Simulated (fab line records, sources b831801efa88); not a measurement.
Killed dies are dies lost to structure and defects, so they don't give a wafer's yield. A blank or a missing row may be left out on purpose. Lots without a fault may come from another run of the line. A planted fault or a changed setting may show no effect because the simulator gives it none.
Which tool did it? | flow gf180mcu | 7 lots, 21 wafers sampled, at 2 steps of a route of 602

WHAT THE GAUGES READ, wafer by wafer
GF_SAB_THK_MEAS_01.
lot  | measured     | on            | SAB_CVD_00_THK (nm)
L736 | day 15 02:17 | film_metro-03 | 50.0 49.5 50.5
L739 | day 16 04:42 | film_metro-03 | 50.5 51.1 51.5
L745 | day 18 06:25 | film_metro-02 | 49.2 49.9 50.8
L748 | day 19 05:01 | film_metro-02 | 49.0 50.9 49.8
L750 | day 19 20:40 | film_metro-04 | 48.8 49.7 50.6
L755 | day 21 13:34 | film_metro-04 | 49.0 49.5 50.0
L757 | day 22 06:25 | film_metro-04 | 50.2 50.0 50.7

WHICH TOOL RAN EACH LOT (tool, then ch and the chambers of the sampled wafers, then the start)
lot  | GF_SAB_CVD_00
L736 | pecvd-03 ch 1,2, day 15 02:16
L739 | pecvd-02 ch 0,1, day 16 04:40
L745 | pecvd-04 ch 0,1,2, day 18 06:23
L748 | pecvd-02 ch 0,2, day 19 04:58
L750 | pecvd-02 ch 0,1,2, day 19 20:39
L755 | pecvd-02 ch 0,2, day 21 13:32
L757 | pecvd-03 ch 0,2, day 22 06:23
- GF_SAB_CVD_00: deposits SiO2 from TEOS, target thk 50 nm, time 4.9302 s.

THE ANSWER, worked out from the rows above alone
Rule: what is usual is taken from the lots themselves. Put in order of their means at a reading, lots are off if they are a third of the lots or fewer, leave a main group of 4 or more, and stand apart from it by a gap of 3 or more times the standard deviation of the main group's means; of several such gaps the widest counts. A main group whose means are all the same, to the digits that the tables above print for the reading, isn't used. A lot without any number at a reading at which 4 lots or more have one is off too. The other lots that the step has rows for count as sound.
No lot is off at any reading shown: from this, nothing can be told.

WHAT THE SIMULATOR HAD PUT IN
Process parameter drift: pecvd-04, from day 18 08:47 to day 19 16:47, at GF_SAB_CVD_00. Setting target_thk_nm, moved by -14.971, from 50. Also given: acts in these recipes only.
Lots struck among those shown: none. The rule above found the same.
